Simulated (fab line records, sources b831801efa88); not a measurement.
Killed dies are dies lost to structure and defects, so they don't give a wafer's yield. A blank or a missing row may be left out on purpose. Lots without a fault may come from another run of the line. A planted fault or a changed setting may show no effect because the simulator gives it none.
fab line records | flow sfq_line
record lots=5 wafers=23
route steps=325 shown M1@63 I1@74 M2@92 I2@108
start_h: hours from the record's first day to the start of the lot's first wafer shown | wait_h: hours since the lot's step before | " the same as in the row above | L1.1+2: a row that stands for several wafers | - no value, or no start given | * or withheld: withheld | < > ~ a bound
route shown NAME@n: a module of which the file shows steps, and the number in the route of the first | usual: mean/standard deviation of fault-free wafers | same: alike in all rows | chamber/n: place in a boat | sites: the reading at each site | _std_site: their standard deviation | _edge_site: outer sites' mean less inner sites' | radius_mm: how far each site lies from the wafer's centre | mask NAME#n: copy n | behind: the tool/chamber that last shaped the wafer | hold: why the lot was held/for how many hours/how that ended | device: the transistor (n, p or np) that didn't switch | end of line: the same wafers' tests at the end of the route | a step without rows: its recipe alone | killed: dies lost to structure and defects at the first sort, not the wafer's yield | map: a wafer's dies, x killed, . not, _ none there
set.NAME: the setting as run; set.NAME@STEP: as run at that earlier step | model.NAME: the simulator's own value behind a step, which no gauge read
lots whose settings were changed on purpose; a table a step, a row a wafer
## steps
# step SFQ_TRILAYER_M1_LITHO_COAT_039
# recipe resist=KrF spin_rpm=3000 resist_thk_nm=600
# columns lot.wafer tool chamber start_h wait_h set.resist_thk_nm model.KrF_of_TRILAYER_M1_LITHO_COAT_039.thk_nm
L076.1 litho_track-04 0 249.43 0.2 600 598.6
L076.2 " 0 " " 600 598.3
L076.3 " 0 " " 600 599.9
L076.5 " 0 " " 600 597.9
L076.6 " 0 " " 600 599.5
L077.1+3 litho_track-01 0 256.65 0.2 628.6 -
L077.4 " 0 " " 600 600.2
L077.5 " 0 " " 628.6 627.8
L077.6 " 0 " " 600 -
L079.1 litho_track-04 0 276.15 0.2 600 601.3
L079.3 " 0 " " 629.6 630.7
L079.4 " 0 " " 600 600.8
L079.5 " 0 " " 629.6 -
L079.6 " 0 " " 600 -
L081.1 litho_track-01 0 293.53 0.2 600 599.7
L081.3 " 0 " " 600 599.5
L081.4 " 0 " " 600 597.8
L083.1+2 litho_track-04 0 302.68 0.2 600 -
L083.3 " 0 " " 600 599.4
L083.4 " 0 " " 620.3 -
L083.6 " 0 " " 620.3 617.6
# step SFQ_TRILAYER_M1_LITHO_SOFTBAKE_043
# recipe temp_c=withheld time_s=withheld resist=KrF
# step SFQ_TRILAYER_M1_LITHO_EXPOSE_040
# recipe mask_id=M1 na=0.6 source_shape=conventional sigma_outer=0.65 target_cd_nm=500 dose_mj=14.4
# step SFQ_TRILAYER_M1_LITHO_DEVELOP_041
# recipe time_s=60 resist=KrF
# step SFQ_TRILAYER_M1_BARC_OPEN_METAL_ETCH_054
# recipe mask_material=PR chemistry=O2 target_depth_nm=125 target=BARC icp_w=600 bias_w=80 pressure_mtorr=10 time_s=41.7
# columns lot.wafer tool chamber start_h wait_h set.resist_thk_nm@TRILAYER_M1_LITHO_COAT_039 model.KrF_of_TRILAYER_M1_LITHO_COAT_039.thk_nm
L076.1 rie_metal-01 1 327.55 0.0 600 521.4
L076.2 " 0 " " 600 521.7
L076.3 " 1 " " 600 522.8
L076.5 " 0 " " 600 521
L076.6 " 1 " " 600 522.6
L077.1+3 rie_metal-01 0,1 332.35 0.0 628.6 -
L077.4 " 0 " " 600 522.8
L077.5 " 1 " " 628.6 549.8
L077.6 " 0 " " 600 -
L079.1 rie_metal-01 1 354.78 0.0 600 523.8
L079.3 " 0 " " 629.6 553.9
L079.4 " 1 " " 600 523.5
L079.5 " 0 " " 629.6 -
L079.6 " 1 " " 600 -
L081.1 rie_metal-02 1 376.38 0.0 600 523.4
L081.3 " 1 " " 600 523.1
L081.4 " 0 " " 600 521.1
L083.1+2 rie_metal-01 0,1 385.78 0.0 600 -
L083.3 " 0 " " 600 522.3
L083.4 " 1 " " 620.3 -
L083.6 " 0 " " 620.3 541.3
# step SFQ_TRILAYER_M1_ETCH_METAL_ETCH_042
# recipe target=Nb stop_on=SiO2 mask_material=PR chemistry=Cl2/Ar target_depth_nm=240 icp_w=600 bias_w=80 pressure_mtorr=10 time_s=125.7
# usual oes_product_au=0.890/0.0058
# columns lot.wafer tool chamber start_h wait_h set.time_s@TRILAYER_M1_DEP_SPUTTER_037 oes_product_au
L076.1 rie_metal-01 1 327.61 0.0 133.3 0.899
L076.2 " 0 " " 133.3 0.890
L076.3 " 1 " " 133.3 0.887
L076.5 " 0 " " 133.3 0.896
L076.6 " 1 " " 133.3 0.898
L077.1 rie_metal-01 0 332.41 0.0 119 0.832
L077.3 " 1 " " 119 0.830
L077.4 " 0 " " 133.3 0.878
L077.5 " 1 " " 133.3 0.888
L077.6 " 0 " " 119 0.832
L079.1 rie_metal-01 1 354.84 0.0 133.3 0.894
L079.3 " 0 " " 133.3 0.885
L079.4 " 1 " " 133.3 0.890
L079.5 " 0 " " 124.4 0.867
L079.6 " 1 " " 124.4 0.854
L081.1 rie_metal-02 1 376.44 0.0 133.3 0.898
L081.3 " 1 " " 133.3 0.890
L081.4 " 0 " " 133.3 0.895
L083.1 rie_metal-01 0 385.84 0.0 146.2 0.940
L083.2 " 1 " " 146.2 0.947
L083.3 " 0 " " 133.3 0.888
L083.4 " 1 " " 146.2 0.948
L083.6 " 0 " " 133.3 0.886
# step SFQ_TRILAYER_I1_CMP_CMP_046
# recipe material=SiO2 down_force_psi=3 platen_rpm=60 pad_velocity_m_s=0.94248
# columns lot.wafer tool chamber start_h wait_h set.leave_above_ref_nm model.SiO2_of_TRILAYER_I1_DEP_PECVD_045.thk_nm
L076.1 cmp-01 0 332.79 4.2 200 202.1
L076.2 " 1 " " 209 210
L076.3 " 3 334.29 5.7 200 202.3
L076.6 " 0 " " 209 211.9
L076.5 " 1 " " 209 207.6
L077.1 cmp-01 1 336.29 2.9 190.8 191.5
L077.3 " 2 " " 190.8 191.8
L077.4 " 3 " " 190.8 192.8
L077.6 " 0 " " 200 201.9
L077.5 " 1 " " 200 200.5
L079.1 cmp-01 0 357.29 1.5 200 201.3
L079.3 " 1 " " 200 199.7
L079.4 " 2 " " 186.1 186.5
L079.6 " 3 " " 186.1 188.5
L079.5 " 0 " " 186.1 187.2
L081.1 cmp-02 1 378.59 1.2 200 200.4
L081.4 " 2 " " 200 201.6
L081.3 " 0 380.09 2.7 200 200.2
L083.4 cmp-01 3 386.82 0.0 200 201.2
L083.3 " 0 " " 200 201.5
L083.2 " 1 " " 200 199.2
L083.1 " 2 " " 200 200.8
L083.6 " 3 " " 200 201.6
# step SFQ_TRILAYER_I1_METRO_MEASURE_047
# usual thk_nm=201.0/1
# columns lot.wafer tool chamber start_h wait_h set.leave_above_ref_nm@TRILAYER_I1_CMP_CMP_046 thk_nm
L076.1 film_metro-04 - 335.91 0.1 200 202.2
L076.2 " - " " 209 209.9
L076.3 " - " " 200 202.3
L076.5 " - " " 209 207.5
L076.6 " - " " 209 211.9
L077.1 film_metro-04 - 338.91 0.1 190.8 191.5
L077.3 " - " " 190.8 191.8
L077.4 " - " " 190.8 192.8
L077.5 " - " " 200 200.3
L077.6 " - " " 200 201.8
L079.1 film_metro-02 - 359.91 0.1 200 201.3
L079.3 " - " " 200 199.7
L079.4 " - " " 186.1 186.6
L079.5 " - " " 186.1 187.2
L079.6 " - " " 186.1 188.3
L081.1 film_metro-03 - 381.71 0.1 200 200.4
L081.3 " - " " 200 200.3
L081.4 " - " " 200 201.7
L083.1 film_metro-02 - 389.94 0.1 200 200.8
L083.2 " - " " 200 199.2
L083.3 " - " " 200 201.8
L083.4 " - " " 200 201.3
L083.6 " - " " 200 201.7
# step SFQ_TRILAYER_I1_VIA_LITHO_COAT_049
# recipe resist=KrF spin_rpm=3000 resist_thk_nm=650
# columns lot.wafer tool chamber start_h wait_h set.resist_thk_nm model.KrF_of_TRILAYER_I1_VIA_LITHO_COAT_049.thk_nm
L076.1 litho_track-01 0 337.41 0.2 667.1 667.5
L076.2 " 0 " " 650 652.1
L076.3 " 0 " " 667.1 669.3
L076.5 " 0 " " 650 651.3
L076.6 " 0 " " 667.1 668
L077.1 litho_track-02 0 340.42 0.2 650 650.4
L077.3 " 0 " " 650 649.1
L077.4 " 0 " " 650 650.3
L077.5 " 0 " " 650 651.5
L077.6 " 0 " " 650 650.2
L079.1 litho_track-03 0 361.41 0.2 650 649.2
L079.3 " 0 " " 650 648.5
L079.4 " 0 " " 674.8 672.9
L079.5 " 0 " " 650 649.6
L079.6 " 0 " " 674.8 673.1
L081.1 litho_track-02 0 383.21 0.2 650 649.1
L081.3 " 0 " " 650 646.8
L081.4 " 0 " " 650 649.4
L083.1 litho_track-03 0 391.44 0.2 650 650.1
L083.2 " 0 " " 650 649.8
L083.3 " 0 " " 650 648.3
L083.4 " 0 " " 650 648.6
L083.6 " 0 " " 650 651.3
# step SFQ_TRILAYER_I1_VIA_BARC_OPEN_VIA_ETCH_071
# recipe mask_material=PR chemistry=O2 target_depth_nm=125 target=BARC source_w=500 bias_w=80 pressure_mtorr=30 time_s=41.7
# usual oes_product_au=0.685/0.0049
# columns lot.wafer tool chamber start_h wait_h set.time_s set.resist_thk_nm@TRILAYER_I1_VIA_LITHO_COAT_049 oes_product_au model.KrF_of_TRILAYER_I1_VIA_LITHO_COAT_049.thk_nm
L076.1 rie_diel-01 1 420.58 0.0 41.7 667.1 0.688 590.3
L076.2 " 2 " " 41.7 650 0.677 573.9
L076.3 " 0 " " 41.7 667.1 0.680 590.8
L076.5 " 3 " " 41.7 650 0.681 574.3
L076.6 " 2 " " 41.7 667.1 0.684 590.1
L077.1 rie_diel-01 3 426.58 0.0 41.7 650 0.687 573
L077.3 " 1 " " 36.75 650 0.731 578.3
L077.4 " 0 " " 36.75 650 0.723 578.3
L077.5 " 0 " " 41.7 650 0.685 573
L077.6 " 1 " " 36.75 650 0.720 579
L079.1 rie_diel-04 2 454.24 0.0 41.7 650 0.689 572.9
L079.3 " 3 " " 45.89 650 0.672 566.2
L079.4 " 1 " " 45.89 674.8 0.672 591.8
L079.5 " 0 " " 41.7 650 0.692 572.9
L079.6 " 1 " " 45.89 674.8 0.676 592.8
L081.1 rie_diel-02 2 475.39 0.0 41.7 650 0.689 569.9
L081.3 " 0 " " 41.7 650 0.689 570.5
L081.4 " 1 " " 41.7 650 0.688 571.8
L083.1 rie_diel-01 0 489.79 0.0 41.7 650 0.692 572.2
L083.2 " 3 " " 41.7 650 0.685 572.7
L083.3 " 1 " " 41.7 650 0.675 571
L083.4 " 2 " " 41.7 650 0.680 570.5
L083.6 " 1 " " 41.7 650 0.683 574.3
# step SFQ_TRILAYER_I1_VIA_ETCH_VIA_ETCH_052
# recipe target=SiO2 stop_on=Nb mask_material=PR taper_deg=20 chemistry=CHF3 target_depth_nm=260 source_w=500 bias_w=80 pressure_mtorr=30 time_s=withheld
# usual oes_product_au=0.856/0.0049
# columns lot.wafer tool chamber start_h wait_h set.leave_above_ref_nm@TRILAYER_I1_CMP_CMP_046 set.resist_thk_nm@TRILAYER_I1_VIA_LITHO_COAT_049 oes_product_au model.KrF_of_TRILAYER_I1_VIA_LITHO_COAT_049.thk_nm model.I1.feature_depth_nm model.etch.depth_nm
L076.1 rie_diel-01 1 420.62 0.0 200 667.1 0.855 544.9 202.1 -
L076.2 " 2 " " 209 650 0.874 527.9 210 -
L076.3 " 0 " " 200 667.1 0.856 544.6 202.3 202.3
L076.5 " 3 " " 209 650 0.870 529.5 207.6 207.6
L076.6 " 2 " " 209 667.1 0.879 544 211.9 211.9
L077.1 rie_diel-01 3 426.62 0.0 190.8 650 0.826 528.3 191.5 -
L077.3 " 1 " " 190.8 650 0.839 533.3 191.8 -
L077.4 " 0 " " 190.8 650 0.840 532.6 192.8 192.8
L077.5 " 0 " " 200 650 0.852 527.2 200.5 200.5
L077.6 " 1 " " 200 650 0.864 534.5 201.9 -
L079.1 rie_diel-04 2 454.28 0.0 200 650 0.858 528.8 201.3 201.3
L079.3 " 3 " " 200 650 0.858 521.2 199.6 199.6
L079.4 " 1 " " 186.1 674.8 0.830 548 186.5 -
L079.5 " 0 " " 186.1 650 0.829 528.7 187.2 -
L079.6 " 1 " " 186.1 674.8 0.831 549.2 188.4 -
L081.1 rie_diel-02 2 475.43 0.0 200 650 0.857 523.8 200.4 200.4
L081.3 " 0 " " 200 650 0.854 527.1 200.2 200.2
L081.4 " 1 " " 200 650 0.860 527 201.6 201.6
L083.1 rie_diel-01 0 489.83 0.0 200 650 0.857 526.6 200.8 -
L083.2 " 3 " " 200 650 0.855 527.8 199.2 -
L083.3 " 1 " " 200 650 0.851 526.1 201.5 -
L083.4 " 2 " " 200 650 0.867 524.7 201.2 -
L083.6 " 1 " " 200 650 0.857 529.6 201.6 -
# step SFQ_TRILAYER_M2_LITHO_COAT_062
# recipe resist=BARC spin_rpm=3000 resist_thk_nm=62
# columns lot.wafer tool chamber start_h wait_h set.resist_thk_nm model.BARC_of_TRILAYER_M2_LITHO_COAT_062.thk_nm
L076.1 litho_track-01 0 421.81 0.1 62 62.06
L076.2 " 0 " " 64.53 64.42
L076.3 " 0 " " 64.53 64.55
L076.5 " 0 " " 64.53 64.6
L076.6 " 0 " " 62 61.99
L077.1 litho_track-02 0 427.82 0.1 62 62.12
L077.3 " 0 " " 59.25 59.15
L077.4 " 0 " " 62 62.03
L077.5 " 0 " " 62 61.93
L077.6 " 0 " " 59.25 59.12
L079.1 litho_track-02 0 456.08 0.1 65.59 65.42
L079.3 " 0 " " 62 62.1
L079.4 " 0 " " 62 62
L079.5 " 0 " " 65.59 65.6
L079.6 " 0 " " 65.59 65.62
L081.1 litho_track-02 0 476.61 0.1 62 62.2
L081.3 " 0 " " 62 61.95
L081.4 " 0 " " 62 62.06
L083.1+2 litho_track-04 0 491.01 0.1 59.29 59.51
L083.3 " 0 " " 62 62.3
L083.4 " 0 " " 62 62.36
L083.6 " 0 " " 59.29 59.48
# step SFQ_TRILAYER_M2_LITHO_COAT_057
# recipe resist=KrF spin_rpm=3000 resist_thk_nm=600
# columns lot.wafer tool chamber start_h wait_h set.resist_thk_nm model.KrF_of_TRILAYER_M2_LITHO_COAT_057.thk_nm
L076.1 litho_track-01 0 422.11 0.2 600 597.5
L076.2 " 0 " " 588.7 586.7
L076.3 " 0 " " 600 597.6
L076.5 " 0 " " 600 596.1
L076.6 " 0 " " 588.7 587.4
L077.1 litho_track-02 0 428.12 0.2 600 601.3
L077.3 " 0 " " 600 601
L077.4 " 0 " " 600 600.7
L077.5 " 0 " " 600 600.1
L077.6 " 0 " " 600 601.1
L079.1 litho_track-02 0 456.38 0.2 600 599.4
L079.3 " 0 " " 600 599.8
L079.4 " 0 " " 600 600.9
L079.5 " 0 " " 600 599.9
L079.6 " 0 " " 600 599.3
L081.1 litho_track-02 0 476.91 0.2 600 600.8
L081.3 " 0 " " 600 601.2
L081.4 " 0 " " 600 601.9
L083.1 litho_track-04 0 491.31 0.2 573.8 575.9
L083.2 " 0 " " 600 601.3
L083.3 " 0 " " 573.8 574.8
L083.4 " 0 " " 600 602.4
L083.6 " 0 " " 573.8 576.1
# step SFQ_TRILAYER_M2_LITHO_SOFTBAKE_061
# recipe temp_c=withheld time_s=withheld resist=KrF
# step SFQ_TRILAYER_M2_LITHO_EXPOSE_058
# recipe mask_id=M2 na=0.6 source_shape=conventional sigma_outer=0.65 target_cd_nm=500 dose_mj=14.4
# step SFQ_TRILAYER_M2_LITHO_DEVELOP_059
# recipe time_s=60 resist=KrF
# step SFQ_TRILAYER_M2_BARC_OPEN_METAL_ETCH_077
# recipe mask_material=PR chemistry=O2 target_depth_nm=125 target=BARC icp_w=600 bias_w=77.42 pressure_mtorr=10 time_s=41.7
# usual oes_product_au=0.684/0.0039
# columns lot.wafer tool chamber start_h wait_h set.resist_thk_nm@TRILAYER_M2_LITHO_COAT_062 set.resist_thk_nm@TRILAYER_M2_LITHO_COAT_057 oes_product_au model.KrF_of_TRILAYER_M2_LITHO_COAT_057.thk_nm model.etch.depth_nm
L076.1 rie_metal-01 1 498.43 0.0 62 600 0.687 521 -
L076.2 " 0 " " 64.53 588.7 0.694 509.7 -
L076.3 " 1 " " 64.53 600 0.695 520.8 64.55
L076.5 " 0 " " 64.53 600 0.699 519.5 64.6
L076.6 " 1 " " 62 588.7 0.674 510.8 61.99
L077.1 rie_metal-02 1 508.03 0.0 62 600 0.684 525.4 -
L077.3 " 0 " " 59.25 600 0.670 524.6 -
L077.4 " 1 " " 62 600 0.681 524.9 62.03
L077.5 " 1 " " 62 600 0.683 524.1 61.93
L077.6 " 0 " " 59.25 600 0.669 524.8 -
L079.1 rie_metal-03 0 530.83 0.0 65.59 600 0.704 522.3 65.42
L079.3 " 0 " " 62 600 0.683 523.1 62.1
L079.4 " 1 " " 62 600 0.684 524.7 -
L079.5 " 0 " " 65.59 600 0.703 523.1 -
L079.6 " 1 " " 65.59 600 0.697 522.6 -
L081.1 rie_metal-03 0 547.63 0.0 62 600 0.688 523.7 62.2
L081.3 " 0 " " 62 600 0.683 523.9 61.95
L081.4 " 0 " " 62 600 0.679 524.6 62.06
L083.1 rie_metal-01 0 560.80 0.0 59.29 573.8 0.669 499.3 -
L083.2 " 1 " " 59.29 600 0.670 525.1 -
L083.3 " 0 " " 62 573.8 0.686 498.2 -
L083.4 " 1 " " 62 600 0.680 526.1 -
L083.6 " 0 " " 59.29 573.8 0.676 499.7 -
# step SFQ_TRILAYER_I2_VIA_LITHO_COAT_067
# recipe resist=KrF spin_rpm=3000 resist_thk_nm=650
# columns lot.wafer tool chamber start_h wait_h set.resist_thk_nm model.KrF_of_TRILAYER_I2_VIA_LITHO_COAT_067.thk_nm
L076.1 litho_track-03 0 506.54 0.2 650 650.5
L076.2 " 0 " " 632.9 634.6
L076.3 " 0 " " 650 649.3
L076.5 " 0 " " 632.9 634
L076.6 " 0 " " 632.9 635.1
L077.1 litho_track-04 0 515.54 0.2 650 652.3
L077.3 " 0 " " 668.7 669.5
L077.4 " 0 " " 668.7 668.7
L077.5 " 0 " " 668.7 667.5
L077.6 " 0 " " 650 651.8
L079.1 litho_track-03 0 545.54 0.2 650 652.8
L079.3 " 0 " " 650 648.4
L079.4 " 0 " " 650 654.4
L079.5 " 0 " " 650 651.9
L079.6 " 0 " " 650 652.2
L081.1 litho_track-02 0 563.91 0.2 650 648.9
L081.3+4 " 0 " " 650 650.1
L083.1 litho_track-03 0 577.01 0.2 616.3 614.8
L083.2 " 0 " " 616.3 615.3
L083.3 " 0 " " 650 650
L083.4 " 0 " " 650 650.3
L083.6 " 0 " " 650 650.7
# step SFQ_TRILAYER_I2_VIA_BARC_OPEN_VIA_ETCH_096
# recipe mask_material=PR chemistry=O2 target_depth_nm=125 target=BARC source_w=500 bias_w=80 pressure_mtorr=30 time_s=41.7
# usual oes_product_au=0.685/0.0046
# columns lot.wafer tool chamber start_h wait_h set.time_s set.resist_thk_nm@TRILAYER_I2_VIA_LITHO_COAT_067 oes_product_au model.KrF_of_TRILAYER_I2_VIA_LITHO_COAT_067.thk_nm
L076.1 rie_diel-02 2 576.40 0.0 44.4 650 0.675 567.6
L076.2 " 3 " " 41.7 632.9 0.688 556.5
L076.3 " 1 " " 44.4 650 0.665 568.5
L076.5 " 3 " " 41.7 632.9 0.689 556.2
L076.6 " 0 " " 44.4 632.9 0.677 555.8
L077.1 rie_diel-02 1 583.60 0.0 41.7 650 0.683 574.7
L077.3 " 3 " " 41.7 668.7 0.686 592
L077.4 " 0 " " 41.7 668.7 0.676 592.4
L077.5 " 3 " " 41.7 668.7 0.677 590.1
L077.6 " 1 " " 41.7 650 0.684 574.7
L079.1 rie_diel-01 0 612.40 0.0 41.7 650 0.682 574.7
L079.3 " 3 " " 37.22 650 0.725 576.8
L079.4 " 0 " " 37.22 650 0.724 581.8
L079.5 " 1 " " 37.22 650 0.717 580.6
L079.6 " 3 " " 41.7 650 0.689 574.8
L081.1 rie_diel-02 2 628.10 0.0 41.7 650 0.692 570.2
L081.3 " 1 " " 41.7 650 0.684 572.6
L081.4 " 0 " " 41.7 650 0.694 573.6
L083.1 rie_diel-03 3 642.50 0.0 44.28 616.3 0.665 533.6
L083.2 " 2 " " 41.7 616.3 0.685 538.5
L083.3 " 1 " " 44.28 650 0.675 569.3
L083.4 " 1 " " 41.7 650 0.684 573
L083.6 " 2 " " 41.7 650 0.682 573.5
# step SFQ_TRILAYER_I2_VIA_ETCH_VIA_ETCH_070
# recipe target=SiO2 stop_on=Nb mask_material=PR taper_deg=20 chemistry=CHF3 target_depth_nm=260 source_w=500 bias_w=80 pressure_mtorr=30 time_s=withheld
# columns lot.wafer tool chamber start_h wait_h set.resist_thk_nm@TRILAYER_I2_VIA_LITHO_COAT_067 model.KrF_of_TRILAYER_I2_VIA_LITHO_COAT_067.thk_nm
L076.1 rie_diel-02 2 576.44 0.0 650 521.7
L076.2 " 3 " " 632.9 511.9
L076.3 " 1 " " 650 524.2
L076.5 " 3 " " 632.9 511.4
L076.6 " 0 " " 632.9 512.8
L077.1 rie_diel-02 1 583.64 0.0 650 529.5
L077.3 " 3 " " 668.7 546.6
L077.4 " 0 " " 668.7 548.3
L077.5 " 3 " " 668.7 544.4
L077.6 " 1 " " 650 529.8
L079.1 rie_diel-01 0 612.44 0.0 650 528.8
L079.3 " 3 " " 650 531.9
L079.4 " 0 " " 650 536
L079.5 " 1 " " 650 535.4
L079.6 " 3 " " 650 529.8
L081.1 rie_diel-02 2 628.14 0.0 650 523.9
L081.3 " 1 " " 650 527.1
L081.4 " 0 " " 650 529.5
L083.1 rie_diel-03 3 642.54 0.0 616.3 488.1
L083.2 " 2 " " 616.3 493.5
L083.3 " 1 " " 650 523.5
L083.4 " 1 " " 650 527.7
L083.6 " 2 " " 650 528.7
## key
split step=SFQ_TRILAYER_M1_LITHO_COAT_039 setting=resist_thk_nm stated=600 by=wafer
response step=SFQ_TRILAYER_M1_LITHO_COAT_039 reading=model.KrF_of_TRILAYER_M1_LITHO_COAT_039.thk_nm change=+5.82 per=1% r=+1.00
response step=SFQ_TRILAYER_M1_BARC_OPEN_METAL_ETCH_054 reading=model.KrF_of_TRILAYER_M1_LITHO_COAT_039.thk_nm change=+5.89 per=1% r=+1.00
split step=SFQ_TRILAYER_I1_CMP_CMP_046 setting=leave_above_ref_nm stated=200 by=wafer
response step=SFQ_TRILAYER_I1_CMP_CMP_046 reading=model.SiO2_of_TRILAYER_I1_DEP_PECVD_045.thk_nm change=+1.86 per=1% r=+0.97
response step=SFQ_TRILAYER_I1_METRO_MEASURE_047 reading=thk_nm change=+1.86 per=1% r=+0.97
response step=SFQ_TRILAYER_I1_VIA_ETCH_VIA_ETCH_052 reading=oes_product_au change=+0.00429 per=1% r=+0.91
response step=SFQ_TRILAYER_I1_VIA_ETCH_VIA_ETCH_052 reading=model.I1.feature_depth_nm change=+1.87 per=1% r=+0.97
response step=SFQ_TRILAYER_I1_VIA_ETCH_VIA_ETCH_052 reading=model.etch.depth_nm change=+1.66 per=1% r=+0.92
split step=SFQ_TRILAYER_I1_VIA_LITHO_COAT_049 setting=resist_thk_nm stated=650 by=wafer
response step=SFQ_TRILAYER_I1_VIA_LITHO_COAT_049 reading=model.KrF_of_TRILAYER_I1_VIA_LITHO_COAT_049.thk_nm change=+6.28 per=1% r=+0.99
response step=SFQ_TRILAYER_I1_VIA_BARC_OPEN_VIA_ETCH_071 reading=model.KrF_of_TRILAYER_I1_VIA_LITHO_COAT_049.thk_nm change=+5.85 per=1% r=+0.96
response step=SFQ_TRILAYER_I1_VIA_ETCH_VIA_ETCH_052 reading=model.KrF_of_TRILAYER_I1_VIA_LITHO_COAT_049.thk_nm change=+5.91 per=1% r=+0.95
response step=SFQ_TRILAYER_I1_VIA_ETCH_VIA_ETCH_052 reading=model.etch.depth_nm slope=+1.43 per=1% together_with=leave_above_ref_nm@TRILAYER_I1_CMP_CMP_046 explained=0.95
split step=SFQ_TRILAYER_I1_VIA_BARC_OPEN_VIA_ETCH_071 setting=time_s stated=41.7 by=wafer
response step=SFQ_TRILAYER_I1_VIA_BARC_OPEN_VIA_ETCH_071 reading=oes_product_au change=-0.0026 per=1% r=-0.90
split step=SFQ_TRILAYER_M2_LITHO_COAT_062 setting=resist_thk_nm stated=62 by=wafer
response step=SFQ_TRILAYER_M2_LITHO_COAT_062 reading=model.BARC_of_TRILAYER_M2_LITHO_COAT_062.thk_nm change=+0.626 per=1% r=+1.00
response step=SFQ_TRILAYER_M2_BARC_OPEN_METAL_ETCH_077 reading=oes_product_au change=+0.00311 per=1% r=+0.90
response step=SFQ_TRILAYER_M2_BARC_OPEN_METAL_ETCH_077 reading=model.etch.depth_nm change=+0.597 per=1% r=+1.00
split step=SFQ_TRILAYER_M2_LITHO_COAT_057 setting=resist_thk_nm stated=600 by=wafer
response step=SFQ_TRILAYER_M2_LITHO_COAT_057 reading=model.KrF_of_TRILAYER_M2_LITHO_COAT_057.thk_nm change=+5.9 per=1% r=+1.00
response step=SFQ_TRILAYER_M2_BARC_OPEN_METAL_ETCH_077 reading=model.KrF_of_TRILAYER_M2_LITHO_COAT_057.thk_nm change=+5.97 per=1% r=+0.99
split step=SFQ_TRILAYER_I2_VIA_LITHO_COAT_067 setting=resist_thk_nm stated=650 by=wafer
response step=SFQ_TRILAYER_I2_VIA_LITHO_COAT_067 reading=model.KrF_of_TRILAYER_I2_VIA_LITHO_COAT_067.thk_nm change=+6.43 per=1% r=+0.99
response step=SFQ_TRILAYER_I2_VIA_BARC_OPEN_VIA_ETCH_096 reading=model.KrF_of_TRILAYER_I2_VIA_LITHO_COAT_067.thk_nm change=+6.31 per=1% r=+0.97
response step=SFQ_TRILAYER_I2_VIA_ETCH_VIA_ETCH_070 reading=model.KrF_of_TRILAYER_I2_VIA_LITHO_COAT_067.thk_nm change=+6.25 per=1% r=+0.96
split step=SFQ_TRILAYER_I2_VIA_BARC_OPEN_VIA_ETCH_096 setting=time_s stated=41.7 by=wafer
response step=SFQ_TRILAYER_I2_VIA_BARC_OPEN_VIA_ETCH_096 reading=oes_product_au change=-0.00297 per=1% r=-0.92
split outside_this_file step=SFQ_TRILAYER_M1_DEP_SPUTTER_037 setting=time_s
# split outside_this_file: this setting was split too, and the file shows its column; the key of that split is in another file
